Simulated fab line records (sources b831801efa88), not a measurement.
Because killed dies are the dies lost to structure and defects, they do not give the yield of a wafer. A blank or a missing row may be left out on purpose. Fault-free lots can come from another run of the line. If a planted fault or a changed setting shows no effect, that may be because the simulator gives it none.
A struck lot beside a sound one    flow sky130    28 out of 708 route steps
Sound: wafers L738.1, L738.4, L738.5. Struck: wafers L755.1, L755.3, L755.6. At the end, the cause is stated.
At each step with rows: each side's tool, then ch and its chambers, then its first start. Under that, the readings that differ: sound wafers    struck wafers    difference of the means    sigmas: that difference in standard deviations of wafers without a fault.
alike: readings with means less than 2 such deviations apart, plus words and numbers identical on both sides. not compared: withheld readings, readings lacking a value on some wafer, bounds such as >300 that could conceal the same value, and numbers that have no deviation in the record and whose values overlap.
A row with sigmas, a row that says differs or no value, or rows on one side alone: a step with any of these is where the two part. Numbers that have no deviation but don't overlap get no sigmas and don't part them. A reading that every wafer of one side lacks parts them only if that side has two wafers or more.

SKY_SD_P_OVL_MEAS_08:
  sound on overlay-02 at day 25 17:37; struck on overlay-02 at day 31 10:53
  alike: SD_P_OVL
next, for these wafers, 1 step has no rows: SKY_SD_P_IMPLANT_09.
SKY_SD_P_STRIP_10: strips in O2/N2.
  sound on plasma asher-01 ch 0, day 25 17:48; struck on plasma asher-01 ch 0,1, day 31 11:05
  alike: drypump motor current A, oes product au, strip time to endpoint s
  not compared: rf hours counter h
SKY_SD_P_TW_MEAS_11:
  sound on film metro-03 at day 25 17:54; struck on film metro-02 at day 31 11:11
  alike: SD_P_TW
then, 8 steps without rows for these wafers: SKY_RES_XHIGH_DEHYDRATE_00 (time 60 s); SKY_RES_XHIGH_HMDS_01 (prime time 60 s); SKY_RES_XHIGH_COAT_02 (resist thk 1140 nm); SKY_RES_XHIGH_SOFTBAKE_03 (time 60 s); SKY_RES_XHIGH_EXPOSE_04 (exposes mask URPM, target cd 1270 nm); SKY_RES_XHIGH_PEB_05; SKY_RES_XHIGH_DEVELOP_06 (develop time 60 s); SKY_RES_XHIGH_IMPLANT_07.
SKY_RES_XHIGH_STRIP_08: strips in O2/N2.
  sound on plasma asher-01 ch 0,1, day 27 00:03; struck on plasma asher-01 ch 1, day 32 14:22
reading                                         sound              struck             difference                     sigmas
oes product au (a.u.)                           0.712 0.701 0.713  0.947 0.942 0.937  +0.233                         +54
strip time to endpoint s (s)                    14.27 14.30 14.27  - - -              no value on the struck wafers  
model.NOVOLAK_of_RES_XHIGH_COAT_02.thk nm (nm)  0 0 0              222 222.3 222.7    +222                           
  alike: drypump motor current A
  not compared: rf hours counter h
SKY_RES_XHIGH_TW_MEAS_09:
  sound on film metro-03 at day 27 00:09; struck on film metro-01 at day 32 14:28
  alike: RES_XHIGH_TW
then, 7 steps without rows for these wafers: SKY_SD_N_DEHYDRATE_00 (time 60 s); SKY_SD_N_HMDS_01 (prime time 60 s); SKY_SD_N_COAT_02 (resist thk 1140 nm); SKY_SD_N_SOFTBAKE_03 (time 60 s); SKY_SD_N_EXPOSE_04 (exposes mask NSDM, target cd 380 nm); SKY_SD_N_PEB_05; SKY_SD_N_DEVELOP_06 (develop time 60 s).
SKY_SD_N_CD_MEAS_07: the cd target is 380 nm.
  sound on cd sem-01 at day 28 04:19; struck on cd sem-01 at day 33 17:28
  alike: cd nm
SKY_SD_N_OVL_MEAS_08:
  sound on overlay-01 at day 28 04:26; struck on overlay-02 at day 33 17:35
  alike: SD_N_OVL
then, 2 steps without rows for these wafers: SKY_SD_N_IMPLANT_09; SKY_SD_N_IMPLANT_10.
SKY_SD_N_STRIP_11: strips in O2/N2.
  sound on plasma asher-01 ch 0,1, day 28 04:46; struck on plasma asher-02 ch 0,1, day 33 17:56
reading                       sound              struck             difference  sigmas
oes product au (a.u.)         0.527 0.529 0.531  0.554 0.551 0.557  +0.025      +5
strip time to endpoint s (s)  22.65 22.60 22.60  25.80 25.86 25.81  +3.21       +61
  alike: drypump motor current A
  not compared: rf hours counter h
SKY_SD_N_TW_MEAS_12:
  sound on film metro-03 at day 28 04:52; struck on film metro-01 at day 33 18:02
reading  sound           struck    difference  sigmas
SD_N_TW  3909 3898 3901  30 29 30  -3873       -99 or more
then, 1 step without rows for these wafers: SKY_SD_N_CLEAN_13 (cleans in SC1/SC2, time 150 s).

## WHERE THEY PART
Last at SKY_SD_N_TW_MEAS_12 as far as this record goes, first at SKY_RES_XHIGH_STRIP_08.

WHY: what had been put in by the simulator
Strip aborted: plasma asher-01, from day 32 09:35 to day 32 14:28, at SKY_RES_XHIGH_STRIP_08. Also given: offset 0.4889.
